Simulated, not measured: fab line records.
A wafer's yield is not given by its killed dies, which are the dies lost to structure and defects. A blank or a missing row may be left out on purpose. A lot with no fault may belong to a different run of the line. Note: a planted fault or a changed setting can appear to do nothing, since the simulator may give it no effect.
fab line records	flow sfq-line
record lots=14	wafers=42	last-day=95
route steps=325 shown I2@104 M6@263 I6@279 I7@309
lots with no fault: from the same line, run without faults
start-h: hours from the record's opening day to when the first of the lot's shown wafers began	wait-h: hours from the lot's prior step to this one	" as in the row above	L1.1+2: a single row standing in for several wafers	- either no value or no given start	* or withheld: withheld	< > ~ a bound
route shown NAME@n: a module of which the file shows steps, and the number in the route of the first	usual: mean/standard deviation of fault-free wafers	same: alike in all rows	chamber/n: place in a boat	sites: the reading at each site	_std_site: standard deviation across them	_edge_site: the outer-site mean with the inner-site mean subtracted	radius-mm: for every site, how far away it sits from the centre of the wafer	mask NAME#n: copy n	behind: the tool/chamber that last shaped the wafer	hold: what put the lot on hold/how long, in hours/how the hold closed	device: the n, p or np transistor that did not switch	end of line: the route-end tests of the same wafers	step lacking rows: just its recipe	killed: count of dies lost to structure and defects at first sort (not the wafer's yield)	map: a wafer's dies, marking killed ones x, the rest . and places with no die _
set.NAME: the setting the step ran with; set.NAME@STEP: the setting that earlier step ran with	model.NAME: the simulator's own value behind a step, which no gauge read
steps of the route over a sample of lots; a table a step, a row a wafer
services: a tool's chamber out of use, with start hour (start-h, from the record's first day; less than 0 if before it), hours out, and reason
## steps
# step SFQ_TRILAYER_I2_CMP_CMP_064
# recipe material=SiO2	down-force-psi=3	platen-rpm=60	pad-velocity-m-s=0.94248
# usual head-pressure-psi=3.000/0.0059	motor-current-A=10.2/0.89	time-to-endpoint-s=213/8.8
lot.wafer	tool	chamber	start-h	wait-h	head-pressure-psi	motor-current-A	time-to-endpoint-s
L507.1	cmp-02	2	720.90	0.1	2.998	11.2	193
L507.4	"	0	721.90	1.0	3.001	8.6	220
L507.5	"	3	723.40	2.5	2.992	10.7	220
L510.1	cmp-02	2	761.91	0.1	3.000	11.3	194
L510.3	"	1	763.41	1.6	3.002	10.3	214
L510.5	"	2	"	"	2.996	11.6	209
L511.3	cmp-01	1	770.80	2.9	2.998	10.3	218
L511.1	"	2	"	"	2.993	10.3	211
L511.6	"	1	772.80	4.9	2.997	10.4	220
L512.4	cmp-02	2	789.02	0.5	2.994	11.3	199
L512.5	"	1	790.52	2.0	2.996	10.3	217
L512.6	"	2	"	"	2.997	11.2	199
L513.3	cmp-01	1	795.67	1.2	3.005	10.9	205
L513.1	"	0	797.17	2.7	2.994	10.6	210
L513.5	"	2	798.17	3.6	2.998	9.8	209
L514.3	cmp-01	3	858.67	7.8	3.001	10.2	219
L514.4	"	1	859.67	8.7	3.004	10.3	213
L514.6	"	0	861.17	10.2	2.999	10.6	212
L515.2	cmp-01	0	863.17	9.9	2.994	10.4	207
L515.6	"	1	"	"	3.002	10.2	231
L515.5	"	2	"	"	3.004	9.5	211
L517.2	cmp-01	3	867.67	10.8	3.002	10.2	223
L517.3	"	1	868.67	11.8	2.994	9.8	221
L517.1	"	2	"	"	2.990	9.4	209
L518.2	cmp-01	1	874.17	12.5	2.994	10.7	212
L518.3	"	2	"	"	3.011	10.1	204
L518.1	"	3	"	"	3.007	10.4	212
L519.4	cmp-02	2	887.43	11.0	3.004	11.4	211
L519.1	"	0	888.43	12.0	2.992	8.1	214
L519.5	"	1	"	"	2.994	10.3	233
L524.4	cmp-01	1	953.29	22.3	2.794	9.9	234
L524.1	"	2	"	"	3.010	10.4	211
L524.5	"	1	955.29	24.3	2.797	10.1	231
L526.4	cmp-01	3	956.29	21.7	3.007	9.8	213
L526.1	"	0	"	"	3.013	10.8	197
L526.3	"	1	"	"	2.805	9.8	224
L525.2	cmp-02	0	956.68	23.3	3.006	8.1	212
L525.4	"	2	957.68	24.3	3.009	11.3	211
L525.6	"	3	"	"	2.997	10.4	220
L530.2	cmp-02	1	981.18	19.0	2.996	9.8	212
L530.4	"	2	"	"	2.997	11.1	195
L530.5	"	3	"	"	2.987	10.8	203
# step SFQ_TRILAYER_M6_ETCH_METAL_ETCH_162
# recipe target=Nb	stop-on=SiO2	mask-material=PR	chemistry=Cl2/Ar	target-depth-nm=240	icp-w=600	bias-w=80	pressure-mtorr=10	time-s=120
# usual bias-w=79.96/0.21	drypump-motor-current-A=5.6/0.48	oes-product-au=0.892/0.0082
lot.wafer	tool	chamber	start-h	wait-h	bias-w	drypump-motor-current-A	oes-product-au	rf-hours-counter-h
L507.1	rie-metal-02	0	1652.50	0.0	80.07	5.3	0.887	78
L507.4	"	0	"	"	79.92	5.3	0.885	-
L507.5	"	1	"	"	80.26	6.5	0.893	-
L510.1	rie-metal-02	1	1674.27	0.0	79.80	6.4	0.888	38
L510.3	"	1	"	"	80.21	6.4	0.895	-
L510.5	"	1	"	"	79.55	6.4	0.888	-
L511.1	rie-metal-01	1	1678.92	0.0	79.98	5.4	0.901	18
L511.3	"	1	"	"	80.18	5.4	0.900	-
L511.6	"	1	"	"	79.98	5.4	0.903	-
L512.4	rie-metal-04	0	1695.31	0.1	79.83	5.3	0.887	-
L512.5	"	0	"	"	80.02	5.2	0.894	-
L512.6	"	1	"	"	80.01	5.2	0.882	-
L513.1	rie-metal-02	0	1704.15	0.0	80.25	5.3	0.896	87
L513.3	"	1	"	"	80.22	6.5	0.889	-
L513.5	"	1	"	"	80.09	6.5	0.893	-
L514.3	rie-metal-01	1	1758.52	0.1	80.04	5.4	0.880	-
L514.4	"	0	"	"	80.21	5.4	0.876	-
L514.6	"	0	"	"	80.27	5.4	0.883	-
L515.2	rie-metal-04	1	1767.15	0.0	80.03	5.1	0.891	59
L515.5	"	0	"	"	79.93	5.3	0.898	-
L515.6	"	1	"	"	80.02	5.1	0.888	-
L517.1	rie-metal-01	1	1875.84	0.0	80.00	5.4	0.887	53
L517.2	"	0	"	"	79.97	5.4	0.891	107
L517.3	"	0	"	"	79.83	5.3	0.888	-
L518.1	rie-metal-04	0	1878.24	0.0	79.75	5.3	0.889	70
L518.2	"	1	"	"	79.82	5.2	0.889	77
L518.3	"	0	"	"	80.06	5.2	0.900	-
L519.1	rie-metal-01	1	1956.42	0.1	79.69	5.4	0.895	66
L519.4	"	1	"	"	79.68	5.4	0.894	-
L519.5	"	1	"	"	79.85	5.4	0.881	-
L524.1	rie-metal-02	1	1987.78	0.1	79.69	6.5	0.895	84
L524.4	"	1	"	"	79.97	6.5	0.897	-
L524.5	"	1	"	"	79.99	6.4	0.890	-
L525.2	rie-metal-01	0	1990.12	0.0	79.83	5.4	0.879	3
L525.4	"	1	"	"	80.28	5.4	0.890	-
L525.6	"	0	"	"	80.20	5.3	0.878	-
L526.1	rie-metal-01	1	1993.72	0.0	79.74	5.4	0.889	72
L526.3	"	1	"	"	80.10	5.4	0.896	-
L526.4	"	0	"	"	79.79	5.4	0.891	-
L530.2	rie-metal-02	1	2008.25	0.0	79.77	6.5	0.902	88
L530.4	"	0	"	"	80.07	5.3	0.905	-
L530.5	"	0	"	"	80.07	5.3	0.901	-
# step SFQ_TRILAYER_I6_VIA_STRIP_STRIP_173
# recipe gas=O2	power-w=200	platen-temp-c=40	overash-fraction=0.65	chemistry=O2	pressure-mtorr=50
# usual drypump-motor-current-A=5.6/0.41	oes-product-au=1.001/0.0073
# same overash-fraction=0.65
lot.wafer	tool	chamber	start-h	wait-h	drypump-motor-current-A	oes-product-au	rf-hours-counter-h
L507.1	rie-metal-04	1	1760.77	-	5.2	0.996	59
L507.4	"	1	"	"	5.2	0.999	-
L507.5	"	0	"	"	5.2	0.996	-
L510.1	rie-metal-03	1	1779.97	-	5.8	0.991	59
L510.3	"	0	"	"	5.5	0.994	-
L510.5	"	0	"	"	5.5	0.992	-
L511.1	rie-metal-04	1	1786.44	-	5.2	1.002	63
L511.3	"	1	"	"	5.2	1.001	-
L511.6	"	0	"	"	5.3	0.992	-
L512.4	rie-metal-03	1	1803.44	-	5.8	1.007	-
L512.5	"	0	"	"	5.5	1.009	-
L512.6	"	1	"	"	5.8	1.016	-
L513.1	rie-metal-04	0	1814.04	-	5.3	1.005	59
L513.3	"	1	"	"	5.2	1.003	-
L513.5	"	1	"	"	5.2	1.006	-
L514.3	rie-metal-04	0	1850.93	-	5.2	0.989	-
L514.4	"	1	"	"	5.2	1.005	-
L514.6	"	1	"	"	5.2	1.009	-
L515.2	rie-metal-03	1	1857.93	-	5.8	1.016	71
L515.5	"	1	"	"	5.8	1.008	-
L515.6	"	0	"	"	5.5	1.007	-
L517.1	rie-metal-03	0	1966.34	-	5.5	1.020	110
L517.2	"	1	"	"	5.8	1.002	83
L517.3	"	1	"	"	5.8	1.003	-
L518.1	rie-metal-04	0	1967.54	-	5.3	1.002	80
L518.2	"	1	"	"	5.2	0.999	88
L518.3	"	0	"	"	5.2	0.998	-
L519.1	rie-metal-03	1	1968.74	-	5.8	1.012	84
L519.4	"	0	"	"	5.5	0.997	-
L519.5	"	0	"	"	5.5	1.009	-
L524.1	rie-metal-03	1	1998.05	-	5.8	0.992	87
L524.4	"	0	"	"	5.5	0.990	-
L524.5	"	0	"	"	5.5	1.007	-
L525.2	rie-metal-03	1	2001.05	-	5.8	1.002	87
L525.4	"	1	"	"	5.8	1.006	-
L525.6	"	1	"	"	5.8	0.996	-
L526.1	rie-metal-03	0	2004.05	-	5.5	1.004	114
L526.3	"	1	"	"	5.8	1.013	-
L526.4	"	0	"	"	5.5	1.003	-
L530.2	rie-metal-04	0	2099.05	-	5.3	0.997	98
L530.4	"	0	"	"	5.3	0.998	-
L530.5	"	0	"	"	5.3	1.002	-
# step SFQ_TRILAYER_I7_VIA_STRIP_STRIP_191
# recipe gas=O2	power-w=200	platen-temp-c=40	overash-fraction=0.65	chemistry=O2	pressure-mtorr=50
# usual drypump-motor-current-A=5.7/0.45	oes-product-au=1.001/0.0084
# same overash-fraction=0.65
lot.wafer	tool	chamber	start-h	wait-h	drypump-motor-current-A	oes-product-au	rf-hours-counter-h
L507.1	rie-metal-03	1	1872.33	-	5.8	1.010	72
L507.4	"	1	"	"	5.8	1.003	-
L507.5	"	0	"	"	5.5	0.993	-
L510.1	rie-metal-02	1	1888.05	-	6.4	0.996	70
L510.3	"	0	"	"	5.3	0.997	-
L510.5	"	0	"	"	5.3	0.995	-
L511.1	rie-metal-02	0	1892.85	-	5.3	1.008	115
L511.3	"	1	"	"	6.4	0.993	-
L511.6	"	1	"	"	6.5	0.996	-
L512.4	rie-metal-02	0	1909.85	-	5.3	1.002	-
L512.5	"	0	"	"	5.3	1.005	-
L512.6	"	1	"	"	6.5	1.001	-
L513.1	rie-metal-03	1	1921.65	-	5.8	1.005	79
L513.3	"	0	"	"	5.5	0.998	-
L513.5	"	1	"	"	5.8	1.011	-
L514.3	rie-metal-02	0	1957.85	-	5.3	1.005	-
L514.4	"	1	"	"	6.4	1.003	-
L514.6	"	0	"	"	5.3	0.997	-
L515.2	rie-metal-03	0	1963.94	-	5.5	1.007	110
L515.5	"	0	"	"	5.5	0.994	-
L515.6	"	1	"	"	5.8	1.003	-
L517.1	rie-metal-01	1	2136.25	-	5.4	1.012	91
L517.2	"	0	"	"	5.4	0.982	22
L517.3	"	1	"	"	5.4	1.011	-
L518.1	rie-metal-01	0	2144.31	-	5.4	1.006	22
L518.2	"	1	"	"	5.4	1.023	91
L518.3	"	1	"	"	5.4	1.025	-
L519.1	rie-metal-03	0	2146.71	-	5.5	1.017	11
L519.4	"	0	"	"	5.5	0.993	-
L519.5	"	1	"	"	5.8	0.997	-
L524.1	rie-metal-02	1	2174.18	-	6.4	1.013	112
L524.4	"	0	"	"	5.3	1.003	-
L524.5	"	1	"	"	6.4	1.000	-
L525.2	rie-metal-01	0	2175.38	-	5.4	0.993	25
L525.4	"	1	"	"	5.4	1.017	-
L525.6	"	1	"	"	5.4	1.016	-
L526.1	rie-metal-02	1	2178.98	-	6.5	1.003	112
L526.3	"	1	"	"	6.5	0.999	-
L526.4	"	0	"	"	5.3	1.007	-
L530.2	rie-metal-02	1	2193.93	-	6.4	1.009	113
L530.4	"	0	"	"	5.3	1.008	-
L530.5	"	1	"	"	6.4	1.002	-
## services
tool	chamber	start-h	hours	kind
rie-metal-02	-	746.79	0.6	repair
rie-metal-03	-	751.85	15.6	pm
rie-metal-02	0	775.72	5.6	repair
rie-metal-02	-	827.70	1.4	pm
rie-metal-04	0	864.48	21.9	repair
rie-metal-03	0	876.51	1.5	repair
rie-metal-03	-	902.16	0.7	repair
rie-metal-02	-	996.27	15.2	repair
rie-metal-03	-	1091.96	1.4	pm
rie-metal-02	-	1123.35	2.8	pm
rie-metal-03	0	1171.96	9.0	repair
rie-metal-03	-	1315.79	14.6	pm
rie-metal-02	-	1361.96	1.5	repair
rie-metal-03	-	1370.85	2.1	repair
rie-metal-02	-	1453.42	0.2	repair
rie-metal-03	0	1479.20	11.8	repair
rie-metal-02	-	1504.21	0.7	repair
rie-metal-02	1	1546.70	27.2	repair
rie-metal-03	-	1758.16	2.8	pm
rie-metal-02	-	1829.42	0.1	repair
rie-metal-02	-	1860.86	0.8	repair
rie-metal-02	0	1979.83	8.4	repair
rie-metal-02	-	2167.97	0.5	repair
rie-metal-03	1	2179.12	3.9	repair
## key
first-sign step=SFQ_TRILAYER_I2_CMP_CMP_064	reading=head-pressure-psi	direction=down	sigmas=34	usual=3.000	struck=2.798
effect none on later readings
met-at SFQ_TRILAYER_I2_CMP_CMP_064
struck-lots L524,L526
struck-wafers L524.4,L524.5,L526.3
not-acting-at SFQ_TRILAYER_M6_ETCH_METAL_ETCH_162,SFQ_TRILAYER_I6_VIA_STRIP_STRIP_173,SFQ_TRILAYER_I7_VIA_STRIP_STRIP_191
onset-between 874.17 953.29
fault kind=process-parameter-drift	tool=cmp-01	chamber=1	onset-h=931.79	steps=SFQ_TRILAYER_I2_CMP_CMP_064	channel=down-force-psi	offset=-0.20048	shape=step	end-h=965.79	acts-in=these-recipes-only	stated=3
